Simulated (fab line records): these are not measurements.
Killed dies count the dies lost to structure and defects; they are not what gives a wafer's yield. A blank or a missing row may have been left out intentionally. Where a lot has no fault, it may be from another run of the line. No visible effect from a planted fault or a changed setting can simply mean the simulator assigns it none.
A single fault, viewed from 2 desks | flow sky130 | every desk sees just its own numbers, and what lay behind them comes last

## FOR THE TOOL OWNER'S DESK: rie diel-01
The tool's own readings at SKY_VIA1_ETCH_14 (etches BARC in N2/H2, stops on SiO2, time 45.9 s, target depth 60 nm): means of the sampled wafers that have a number, for each lot that ran on this tool. If a lot's mean is further than 4 standard deviations from the usual mean, the lot is out of limits and carries the mark OUT (the distance appears in the brackets).
Columns: A = bias w at SKY_VIA1_ETCH_14, usual 99.97 W; B = drypump motor current A at SKY_VIA1_ETCH_14, usual 5.7 A; C = oes product au at SKY_VIA1_ETCH_14, usual 0.854 a.u.; D = throttle valve pct at SKY_VIA1_ETCH_14, usual 13.224 %
lot  | first seen here | A                | B   | C     | D
L567 | day 35 04:20    | 99.70            | 5.4 | 0.853 | 13.227
L569 | day 35 23:24    | 100.20           | 5.4 | 0.852 | 13.220
L572 | day 37 02:11    | 100.17           | 5.5 | 0.854 | 13.230
L573 | day 37 11:51    | 99.91            | 5.6 | 0.856 | 13.219
L576 | day 38 10:30    | 99.81            | 5.5 | 0.854 | 13.228
L577 | day 38 17:35    | 98.61 (-4.7) OUT | 5.5 | 0.857 | 13.225
L581 | day 39 16:44    | 98.82            | 5.6 | 0.852 | 13.234
This desk's verdict: out of limits on L577, starting with L577 at day 38 17:35 (bias w at SKY_VIA1_ETCH_14). L567, L569, L572, L573, L576, L581 stayed within limits.

## AT THE METROLOGY DESK
Means of the sampled wafers that have a number, per lot and without regard to the tool the lot ran on: this is what the gauges read. If a lot's mean is further than 4 standard deviations from the usual mean, the lot is out of limits and carries the mark OUT (the distance appears in the brackets).
Columns: A = cd nm at SKY_LOCAL_INTERCONNECT_CD_MEAS_11, usual 169.7 nm; B = cd nm at SKY_CONTACT_CD_MEAS_14, usual 170.3 nm
lot  | first seen here | A     | B
L563 | day 30 08:44    | 169.8 | 170.8
L565 | day 31 14:09    | 170.4 | 170.7
L567 | day 31 15:25    | 168.2 | 171.4
L569 | day 32 10:16    | 167.8 | 170.0
L571 | day 33 01:03    | 167.6 | 169.6
L572 | day 33 14:37    | 169.2 | 168.9
L573 | day 34 00:47    | 168.5 | 168.9
L576 | day 34 23:02    | 171.2 | 169.7
L577 | day 35 07:14    | 168.5 | 170.2
L578 | day 35 18:55    | 171.0 | 170.5
L579 | day 35 19:01    | 166.3 | 170.9
L581 | day 36 06:58    | 173.4 | 171.4
This desk's verdict: no lot among the 12 shows anything out of limits.

## TAKEN TOGETHER
The tool owner's desk could have raised an alarm at day 38 17:35, on L577.
From the metrology desk's view, nothing was out of limits.
The metrology desk has L577 on record, within its limits.
On rie diel-01, each named lot ran SKY_VIA1_ETCH_14.

## WHAT HAD BEEN PUT IN BY THE SIMULATOR
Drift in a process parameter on rie diel-01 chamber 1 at SKY_VIA1_ETCH_14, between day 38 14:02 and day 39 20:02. From 100, the setting bias w moved by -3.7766. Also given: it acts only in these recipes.
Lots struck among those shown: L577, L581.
Time in hours from fault onset to the first out-of-limits reading at each desk: the tool owner's desk, 4.
